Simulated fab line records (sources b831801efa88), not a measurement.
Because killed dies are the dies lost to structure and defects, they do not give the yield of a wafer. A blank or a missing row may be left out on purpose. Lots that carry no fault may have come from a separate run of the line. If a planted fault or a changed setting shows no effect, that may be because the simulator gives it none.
fab line records | flow sky130
record lots=14 wafers=42 lastDay=50
route steps=708 shown METAL1@434 VIA1@469
lots untouched by any fault: they come from a run of this same line in which no faults occurred
startH: hours from the record's opening day to when the first of the lot's shown wafers began | waitH: hours from the lot's prior step to this one | " as in the row above | L1.1+2: a row that stands for several wafers | - no value, or no start given | * or withheld: withheld | < > ~ a bound
route shown NAME@n: a module of which the file shows steps, and the number in the route of the first | usual: mean/standard deviation of fault-free wafers | same: alike in all rows | chamber/n: place in a boat | sites: each site's reading | _std_site: the values' standard deviation | _edge_site: the outer-site mean with the inner-site mean subtracted | radiusMm: for every site, how far away it sits from the centre of the wafer | mask NAME#n: copy n | behind: the most recent tool/chamber to have shaped the wafer | hold: why the lot went on hold/how many hours it stayed there/how the hold came to an end | device: names the non-switching transistor (n, p or np) | end of line: the route-end tests of the same wafers | for a step that has no rows: nothing shown but its recipe | killed: dies that structure and defects cost at the first sort, which is not the same as the wafer's yield | map: a wafer's dies, marking killed ones x, the rest . and places with no die _
set.NAME: the setting that was run; set.NAME@STEP: the one run at that earlier step | model.NAME: the simulator's own value behind a step, which no gauge read
the route's steps for a sample of lots (tables are steps, rows are wafers)
services: the hour from which a tool's chamber was out of use, counted from the record's first day as startH (under 0 if before that day), plus the number of hours and why
## steps
# step SKY_METAL1_SPUTTER_00
# recipe material=Ti targetThkNm=15 powerW=3000 timeS=10 chamberPressurePa=0.4
# usual throttleValvePct=30.0/1.1
# columns lot.wafer tool chamber startH waitH throttleValvePct
L425.4 pvdSputter-03 - 753.83 0.2 31.0
L425.5 " - " " 31.0
L425.6 " - " " 28.9
L426.1 pvdSputter-03 - 770.68 0.2 31.5
L426.2 " - " " 28.8
L426.3 " - " " 30.9
L427.1 pvdSputter-03 - 771.68 0.2 31.5
L427.2 " - " " 28.8
L427.5 " - " " 30.8
L429.1 pvdSputter-02 - 778.83 0.1 28.1
L429.2 " - " " 30.7
L429.5 " - " " 28.2
L430.1 pvdSputter-04 - 788.70 0.2 29.4
L430.2 " - " " 28.3
L430.6 " - " " 29.3
L431.1 pvdSputter-03 - 812.26 0.2 31.8
L431.3 " - " " 28.9
L431.6 " - " " 28.7
L432.3 pvdSputter-03 - 820.53 0.1 28.9
L432.4 " - " " 29.8
L432.5 " - " " 30.9
L434.1 pvdSputter-03 - 827.75 0.2 28.6
L434.4 " - " " 29.5
L434.5 " - " " 31.3
L435.2 pvdSputter-04 - 829.45 0.2 28.5
L435.3 " - " " 30.4
L435.4 " - " " 29.3
L437.3 pvdSputter-03 - 847.49 0.2 31.8
L437.4 " - " " 28.6
L437.6 " - " " 29.5
L439.2 pvdSputter-04 - 856.54 0.1 30.1
L439.3 " - " " 28.5
L439.4 " - " " 30.7
L441.2 pvdSputter-03 - 877.42 0.2 31.6
L441.3 " - " " 30.9
L441.6 " - " " 29.7
L442.1 pvdSputter-02 - 894.48 0.2 30.4
L442.3 " - " " 27.9
L442.5 " - " " 30.2
L445.1 pvdSputter-03 - 900.12 0.2 28.8
L445.2 " - " " 31.9
L445.4 " - " " 29.5
# step SKY_VIA1_DEVELOP_11
# recipe developTimeS=60 resist=KrF-thick devTempC=21
# usual chillPlateTempC=22.99/0.098 developTimeS=60/0
# columns lot.wafer tool chamber startH waitH chillPlateTempC developTimeS
L425.4 lithoTrack-04 0 808 - 23.09 60
L425.5 " 0 " " 22.91 60
L425.6 " 0 " " 23.15 60
L426.1 lithoTrack-02 0 825 - 22.84 60
L426.2 " 0 " " 22.93 60
L426.3 " 0 " " 23.01 60
L427.1 lithoTrack-01 0 827 - 22.87 60
L427.2 " 0 " " 22.90 60
L427.5 " 0 " " 23.05 60
L429.1 lithoTrack-04 0 833 - 22.91 60
L429.2 " 0 " " 23.09 60
L429.5 " 0 " " 22.84 60
L430.1 lithoTrack-04 0 842 - 22.99 60
L430.2 " 0 " " 23.00 60
L430.6 " 0 " " 22.92 60
L431.1 lithoTrack-02 0 865 - 23.04 60
L431.3 " 0 866 - 23.24 60
L431.6 " 0 " " 23.11 60
L432.3 lithoTrack-02 0 874 - 23.01 60
L432.4 " 0 " " 22.92 60
L432.5 " 0 " " 23.06 60
L434.1 lithoTrack-01 0 882 - 23.01 60
L434.4 " 0 " " 23.02 60
L434.5 " 0 " " 23.11 60
L435.2 lithoTrack-04 - 883 - - -
L435.3 " - " " - -
L435.4 " - " " - -
L437.3 lithoTrack-01 - 901 - - -
L437.4 " - " " - -
L437.6 " - " " - -
L439.2 lithoTrack-04 0 909 - 22.94 60
L439.3 " 0 " " 22.87 60
L439.4 " 0 " " 23.06 60
L441.2 lithoTrack-01 0 929 - 22.86 60
L441.3 " 0 " " 22.99 60
L441.6 " 0 " " 23.00 60
L442.1 lithoTrack-02 0 944 - 23.03 60
L442.3 " 0 " " 23.21 60
L442.5 " 0 " " 23.11 60
L445.1 lithoTrack-01 0 950 - 23.09 60
L445.2 " 0 " " 23.26 60
L445.4 " 0 " " 23.08 60
# step SKY_VIA1_CMP_24
# recipe stopOn=SiO2 tOverpolishS=15 downForcePsi=3.5 platenRpm=60 targetThkNm=0 padVelocityMS=0.94248
# usual motorCurrentA=11.5/1.6
# columns lot.wafer tool chamber startH waitH motorCurrentA
L425.4 cmp-01 0 809.78 0.0 12.2
L425.6 " 0 " " 12.4
L425.5 " 1 " " 13.1
L426.1 cmp-01 0 826.86 0.1 12.3
L426.2 " 2 " " 8.4
L426.3 " 3 " " 12.5
L427.1 cmp-01 1 828.39 0.1 13.2
L427.2 " 2 " " 8.8
L427.5 " 2 " " 8.8
L429.2 cmp-02 0 834.39 0.1 10.1
L429.1 " 1 " " 11.2
L429.5 " 0 " " 10.0
L430.1 cmp-01 2 844.01 0.1 8.1
L430.2 " 0 " " 12.1
L430.6 " 2 " " 8.2
L431.1 cmp-02 2 867.31 0.1 12.7
L431.3 " 1 " " 11.9
L431.6 " 3 " " 10.5
L432.3 cmp-02 2 875.40 0.1 12.8
L432.4 " 0 " " 9.5
L432.5 " 2 " " 12.2
L434.4 cmp-01 1 883.74 0.4 13.4
L434.1 " 3 " " 12.5
L434.5 " 1 " " 14.2
L435.2 cmp-01 1 884.59 0.2 13.3
L435.4 " 2 " " 8.4
L435.3 " 3 " " 12.5
L437.3 cmp-02 3 902.39 0.1 11.3
L437.4 " 0 " " 10.0
L437.6 " 2 " " 12.5
L439.4 cmp-01 2 911.09 0.0 8.6
L439.3 " 0 " " 12.0
L439.2 " 1 " " 13.2
L441.3 cmp-02 0 930.85 0.1 10.1
L441.2 " 1 " " 10.9
L441.6 " 3 " " 11.3
L442.3 cmp-01 2 945.82 0.1 8.3
L442.1 " 3 " " 12.0
L442.5 " 1 " " 12.8
L445.1 cmp-02 3 952.49 0.1 11.1
L445.2 " 1 " " 11.5
L445.4 " 2 " " 11.9
## services
# columns tool chamber startH hours kind
cmp-02 - 733.83 5.2 pm
cmp-02 - 744.04 4.0 pm
cmp-02 - 748.04 - consumableReplace:conditioner
cmp-02 - 748.04 - consumableReplace:pad
lithoTrack-01 - 763.31 - consumableReplace:filter
cmp-01 - 782.30 0.8 repair
cmp-01 - 797.15 2.5 repair
cmp-01 - 805.97 0.5 repair
pvdSputter-03 - 806.46 5.6 repair
pvdSputter-02 - 819.61 9.3 repair
pvdSputter-02 - 821.36 15.1 repair
cmp-01 - 866.27 0.6 repair
pvdSputter-02 - 867.83 2.4 repair
cmp-02 - 870.84 2.4 repair
cmp-02 - 881.19 3.1 repair
lithoTrack-02 - 885.04 - consumableReplace:filter
cmp-01 - 912.25 4.0 pm
cmp-01 - 916.25 - consumableReplace:conditioner
cmp-01 - 916.25 - consumableReplace:pad
pvdSputter-03 - 924.54 0.7 repair
cmp-01 - 927.50 0.7 repair
cmp-01 - 928.57 6.1 pm
pvdSputter-04 - 939.48 7.5 repair
## key
firstSign step=SKY_VIA1_DEVELOP_11 reading=toolRecord direction=missing
effect none on later readings
metAt SKY_VIA1_DEVELOP_11
struckLots L435,L437
laterRowsLeftOut L435.2,L435.3,L435.4,L437.3,L437.4,L437.6
sortLeftOut L435.2,L435.3,L435.4,L437.3,L437.4,L437.6
notActingAt SKY_METAL1_SPUTTER_00,SKY_VIA1_CMP_24
onsetBetween 882 883
fault kind=skippedStepWhole tool=lithoTrack-01,lithoTrack-02,lithoTrack-04 chamber=- onsetH=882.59 steps=SKY_VIA1_DEVELOP_11 scope=struckLotsOnly
# sortLeftOut: the simulated sort isn't trusted on such a fault, so these wafers' sort isn't shown, and their yield isn't known
# laterRowsLeftOut: the simulator's readings of these wafers behind a module that went badly wrong aren't trusted and aren't shown, but for the sort
